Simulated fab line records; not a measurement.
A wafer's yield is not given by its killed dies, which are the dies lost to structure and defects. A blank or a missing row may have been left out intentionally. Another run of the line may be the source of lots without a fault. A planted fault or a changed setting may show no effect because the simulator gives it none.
Comparing a struck lot with a sound one -- flow sky130 -- 17 steps out of a route of 708
Sound: these wafers, L183.2, L183.4, L183.6. Wafers L194.1, L194.5 were the ones struck. The cause is given at the end.
Per side, at each step with rows, come the tool, then ch with its chambers, and then its first start. Under that, the readings that differ: sound wafers -- struck wafers -- difference of the means -- sigmas: that difference in standard deviations of wafers without a fault.
alike: readings with means less than 2 such deviations apart, plus words and numbers identical on both sides. not compared: withheld readings, readings lacking a value on some wafer, bounds such as >300 that could conceal the same value, and numbers that have no deviation in the record and whose values overlap.
Wherever a step has rows on one side only, a row that says differs or no value, or a row with sigmas, the two part there. Non-overlapping numbers with no deviation appear without sigmas and do not part them. A reading that every wafer of one side lacks parts them only if that side has two wafers or more.

SKY_METAL1_THK_MEAS_06: measures by xrf.
  struck on film_metro-02, day 37 14:17; sound on film_metro-03, day 35 00:37
reading,sound,struck,difference,sigmas
METAL1_ALCU_THK (nm),251.9 251.1 250.1,255.4 256.8,+5.1,+2
then, 8 steps without rows for these wafers: SKY_METAL1_DEHYDRATE_07 (time 60 s); SKY_METAL1_HMDS_08 (prime time 60 s); SKY_METAL1_COAT_09 (resist thk 60 nm); SKY_METAL1_COAT_10 (resist thk 450 nm); SKY_METAL1_SOFTBAKE_11 (time 90 s); SKY_METAL1_EXPOSE_12 (exposes mask MM1, target cd 140 nm); SKY_METAL1_PEB_13; SKY_METAL1_DEVELOP_14 (develop time 60 s).
SKY_METAL1_CD_MEAS_15: target cd 140 nm.
  struck on cd_sem-01, day 38 16:19; sound on cd_sem-01, day 36 01:49
  alike: cd_nm
SKY_METAL1_OVL_MEAS_16:
  struck on overlay-02, day 38 16:26; sound on overlay-01, day 36 01:56
  alike: METAL1_OVL
SKY_METAL1_DESCUM_17: chemistry O2, time 8 s.
  sound on rie_metal-01 ch 0, day 36 01:58; struck on rie_metal-01 ch 0, day 38 16:28
  alike: drypump_motor_current_A, oes_product_au
  not compared: rf_hours_counter_h
SKY_METAL1_ETCH_18: etches BARC in N2/H2, stops on SiO2, time 45.9 s, target depth 60 nm.
  sound on rie_metal-01 ch 0, day 36 02:02; struck on rie_metal-01 ch 0, day 38 16:32
reading,sound,struck,difference,sigmas
model.KrF-thick_of_METAL1_COAT_10.thk_nm (nm),392.9 392.5 392.4,376.8 376.4,-16.0,
model.METAL1.cd_nm (nm),141.2 140.7 139,137.9 136.3,-3.2,
  alike: drypump_motor_current_A, oes_product_au, throttle_valve_pct
  not compared: rf_hours_counter_h
SKY_METAL1_METAL_ETCH_19: etches the open film in Cl2/BCl3, stops on SiO2, target depth 360 nm, time 78 s.
  sound on rie_metal-01 ch 0, day 36 02:11; struck on rie_metal-01 ch 0, day 38 16:40
reading,sound,struck,difference,sigmas
oes_product_au (a.u.),0.857 0.854 0.849,0.864 0.866,+0.012,+2
model.KrF-thick_of_METAL1_COAT_10.thk_nm (nm),163.5 164.2 163.5,144.4 145.7,-18.7,
model.METAL1.cd_nm (nm),140.4 140.4 138,137.1 136.1,-3.0,
  alike: bcl3_flow_sccm, drypump_motor_current_A, throttle_valve_pct
  not compared: rf_hours_counter_h
SKY_METAL1_STRIP_20: strips in O2/N2.
  sound on plasma_asher-01 ch 0,1, day 36 02:20; struck on plasma_asher-02 ch 0,1, day 38 16:50
reading,sound,struck,difference,sigmas
oes_product_au (a.u.),0.342 0.343 0.356,0.339 0.333,-0.011,-2
strip_time_to_endpoint_s (s),2.74 2.75 2.75,2.54 2.57,-0.19,-5
  alike: drypump_motor_current_A
  not compared: rf_hours_counter_h
then, 2 steps without rows for these wafers: SKY_METAL1_STRIP_21 (strips in post etch residue remover, time 1200 s); SKY_PAD_OPEN_PROBE_99.

## WHERE THEY PART
Last at SKY_METAL1_STRIP_20 as far as this record goes, first at SKY_METAL1_THK_MEAS_06.

WHY: what the simulator had put in
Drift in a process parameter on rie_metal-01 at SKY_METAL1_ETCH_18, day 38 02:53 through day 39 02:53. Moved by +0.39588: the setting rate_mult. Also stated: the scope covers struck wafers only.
